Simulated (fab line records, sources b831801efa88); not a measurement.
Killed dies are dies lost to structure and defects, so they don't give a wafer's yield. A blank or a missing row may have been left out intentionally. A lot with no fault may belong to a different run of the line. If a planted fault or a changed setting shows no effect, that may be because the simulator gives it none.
A single fault, viewed from 2 desks :: flow sky130 :: only its own numbers are on each desk; what lay behind them is given at the end

## AT THE TOOL OWNER'S DESK: litho_track-03
The tool's own readings at SKY_LDD_LDN_COAT_02 (resist thk 1140 nm): means of the sampled wafers that have a number, for each lot that ran on this tool. Marked OUT: a lot whose mean sits more than 4 standard deviations from the usual mean, which makes it out of limits; the brackets give that distance.
Columns: A = exhaust_pa at SKY_LDD_LDN_COAT_02, usual 44.9 Pa
lot: L145
first seen here: day 22 10:49
A: 46.1

lot: L147
first seen here: day 24 05:07
A: 44.9

lot: L155
first seen here: day 27 03:31
A: 44.1

lot: L152
first seen here: day 27 04:07
A: 46.6
Finding of this desk: none of the 4 lots has anything out of limits.

## THE METROLOGY DESK
What the gauges read, lot by lot, whatever tool the lot ran on: means of the sampled wafers that have a number. Marked OUT: a lot whose mean sits more than 4 standard deviations from the usual mean, which makes it out of limits; the brackets give that distance.
Columns: A = cd_nm at SKY_SD_N_CD_MEAS_07, usual 379.7 nm; B = SD_N_RS at SKY_SD_N_RS_MEAS_16, usual 68.50 ohm/sq
lot: L144
first seen here: day 27 22:28
A: 382.2
B: 68.43

lot: L145
first seen here: day 28 01:11
A: 376.1
B: 68.48

lot: L147
first seen here: day 29 17:55
A: 382.9
B: 68.65

lot: L154
first seen here: day 32 12:10
A: 379.2
B: 68.64

lot: L152
first seen here: day 32 12:14
A: 375.3
B: 68.62

lot: L156
first seen here: day 32 13:02
A: 379.1
B: 68.42

lot: L155
first seen here: day 32 13:11
A: 378.9
B: 68.58

lot: L158
first seen here: day 32 16:26
A: 379.7
B: 68.45

lot: L160
first seen here: day 33 06:46
A: 384.1
B: 68.55

lot: L162
first seen here: day 34 01:37
A: 376.5
B: 68.44

lot: L163
first seen here: day 34 02:50
A: 378.2
B: 68.43

lot: L166
first seen here: day 35 23:25
A: 383.5
B: 68.45
Finding of this desk: none of the 12 lots has anything out of limits.

## ALL TOGETHER
The tool owner's desk saw nothing out of limits.
From the metrology desk's view, nothing was out of limits.

## WHAT THE SIMULATOR PUT IN
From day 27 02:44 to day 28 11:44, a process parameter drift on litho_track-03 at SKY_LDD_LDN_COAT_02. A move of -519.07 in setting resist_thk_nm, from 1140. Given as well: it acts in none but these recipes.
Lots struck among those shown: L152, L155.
